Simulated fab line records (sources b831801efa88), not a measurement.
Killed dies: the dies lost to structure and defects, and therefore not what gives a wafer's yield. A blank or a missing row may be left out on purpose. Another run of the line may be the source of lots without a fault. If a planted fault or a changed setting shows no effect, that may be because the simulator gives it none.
Matching of chambers || flow gf180mcu || GF_CONTACT_CMP_04 on cmp-01 has 4 sister chambers
The step polishes SiO2. 20 wafers are shown with their chamber, then 10 later ones without.

## EACH WAFER AND ITS CHAMBER
{"wafer": "L675.1", "chamber": 1, "motor current A (A)": 13.0, "time to endpoint s (s)": 94, "retaining ring pressure frac": 1.000}
{"wafer": "L675.2", "chamber": 3, "motor current A (A)": 11.0, "time to endpoint s (s)": 105, "retaining ring pressure frac": 0.994}
{"wafer": "L675.5", "chamber": 1, "motor current A (A)": 12.8, "time to endpoint s (s)": 96, "retaining ring pressure frac": 0.999}
{"wafer": "L674.2", "chamber": 0, "motor current A (A)": 12.4, "time to endpoint s (s)": 101, "retaining ring pressure frac": 1.000}
{"wafer": "L674.3", "chamber": 2, "motor current A (A)": 11.1, "time to endpoint s (s)": 100, "retaining ring pressure frac": 0.996}
{"wafer": "L674.5", "chamber": 0, "motor current A (A)": 12.8, "time to endpoint s (s)": 100, "retaining ring pressure frac": 0.998}
{"wafer": "L672.1", "chamber": 0, "motor current A (A)": 12.9, "time to endpoint s (s)": 102, "retaining ring pressure frac": 1.000}
{"wafer": "L672.4", "chamber": 1, "motor current A (A)": 13.1, "time to endpoint s (s)": 112, "retaining ring pressure frac": 0.995}
{"wafer": "L672.5", "chamber": 3, "motor current A (A)": 10.7, "time to endpoint s (s)": 115, "retaining ring pressure frac": 0.998}
{"wafer": "L676.1", "chamber": 0, "motor current A (A)": 12.3, "time to endpoint s (s)": 103, "retaining ring pressure frac": 0.999}
{"wafer": "L676.3", "chamber": 1, "motor current A (A)": 13.0, "time to endpoint s (s)": 108, "retaining ring pressure frac": 1.004}
{"wafer": "L676.5", "chamber": 3, "motor current A (A)": 11.3, "time to endpoint s (s)": 122, "retaining ring pressure frac": 0.997}
{"wafer": "L678.3", "chamber": 3, "motor current A (A)": 11.1, "time to endpoint s (s)": 109, "retaining ring pressure frac": 1.010}
{"wafer": "L678.4", "chamber": 2, "motor current A (A)": 10.7, "time to endpoint s (s)": 102, "retaining ring pressure frac": 0.998}
{"wafer": "L678.6", "chamber": 0, "motor current A (A)": 12.2, "time to endpoint s (s)": 107, "retaining ring pressure frac": 0.999}
{"wafer": "L690.1", "chamber": 0, "motor current A (A)": 13.1, "time to endpoint s (s)": 107, "retaining ring pressure frac": 1.000}
{"wafer": "L690.2", "chamber": 3, "motor current A (A)": 10.9, "time to endpoint s (s)": 125, "retaining ring pressure frac": 1.005}
{"wafer": "L690.4", "chamber": 1, "motor current A (A)": 13.5, "time to endpoint s (s)": 117, "retaining ring pressure frac": 1.002}
{"wafer": "L691.1", "chamber": 3, "motor current A (A)": 11.2, "time to endpoint s (s)": 113, "retaining ring pressure frac": 0.997}
{"wafer": "L691.3", "chamber": 0, "motor current A (A)": 12.4, "time to endpoint s (s)": 111, "retaining ring pressure frac": 0.998}

SIGNATURES (means of the wafers above)
{"reading": "motor current A", "chamber 0": 12.586, "chamber 1": 13.080, "chamber 2": 10.900, "chamber 3": 11.033, "scatter within a chamber": 0.284}
{"reading": "time to endpoint s", "chamber 0": 104.43, "chamber 1": 105.40, "chamber 2": 101.00, "chamber 3": 114.83, "scatter within a chamber": 7.03}
{"reading": "retaining ring pressure frac", "chamber 0": 0.99914, "chamber 1": 1.00000, "chamber 2": 0.99700, "chamber 3": 1.00017, "scatter within a chamber": 0.00384}
Rule: for each reading, subtract the chamber's mean from the wafer's reading, divide by that reading's scatter and square the result; add these up over the readings and take the root, which gives the wafer's distance from the chamber. If the next closest chamber is less than 2 further off than the closest, the wafer can't be placed; otherwise it belongs to the closest. The scatter: the root of (the sum of the squares of (reading less its chamber's mean) over the shown wafers, divided by (wafers less chambers)).

## WAFERS WHOSE CHAMBER IS MISSING
{"wafer": "L691.6", "motor current A (A)": 10.6, "time to endpoint s (s)": 113, "retaining ring pressure frac": 0.994}
{"wafer": "L693.2", "motor current A (A)": 11.1, "time to endpoint s (s)": 110, "retaining ring pressure frac": 1.002}
{"wafer": "L693.3", "motor current A (A)": 13.3, "time to endpoint s (s)": 115, "retaining ring pressure frac": 1.000}
{"wafer": "L693.4", "motor current A (A)": 12.6, "time to endpoint s (s)": 103, "retaining ring pressure frac": 1.000}
{"wafer": "L694.3", "motor current A (A)": 12.1, "time to endpoint s (s)": 113, "retaining ring pressure frac": 1.001}
{"wafer": "L694.4", "motor current A (A)": 11.6, "time to endpoint s (s)": 121, "retaining ring pressure frac": 0.993}
{"wafer": "L694.5", "motor current A (A)": 12.7, "time to endpoint s (s)": 117, "retaining ring pressure frac": 0.999}
{"wafer": "L695.3", "motor current A (A)": 11.0, "time to endpoint s (s)": 98, "retaining ring pressure frac": 0.996}
{"wafer": "L695.4", "motor current A (A)": 12.2, "time to endpoint s (s)": 106, "retaining ring pressure frac": 0.999}
{"wafer": "L695.6", "motor current A (A)": 12.6, "time to endpoint s (s)": 109, "retaining ring pressure frac": 1.002}

## CHAMBER TAKEN BY EACH
{"wafer": "L691.6", "from the rows above": "can't be placed: 2 or 3", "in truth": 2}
{"wafer": "L693.2", "from the rows above": "can't be placed: 3 or 2", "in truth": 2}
{"wafer": "L693.3", "from the rows above": "can't be placed: 1 or 0", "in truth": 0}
{"wafer": "L693.4", "from the rows above": "can't be placed: 0 or 1", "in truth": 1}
{"wafer": "L694.3", "from the rows above": "can't be placed: 0 or 1 or 3", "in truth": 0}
{"wafer": "L694.4", "from the rows above": "can't be placed: 3 or 2 or 0", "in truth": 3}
{"wafer": "L694.5", "from the rows above": "can't be placed: 0 or 1", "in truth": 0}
{"wafer": "L695.3", "from the rows above": 2, "in truth": 2}
{"wafer": "L695.4", "from the rows above": "can't be placed: 0 or 1", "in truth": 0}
{"wafer": "L695.6", "from the rows above": "can't be placed: 0 or 1", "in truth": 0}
Correctly placed: 1 of 10. These rows do not allow placing 9 (true chamber among the candidates in 9). Placed wrongly: 0.
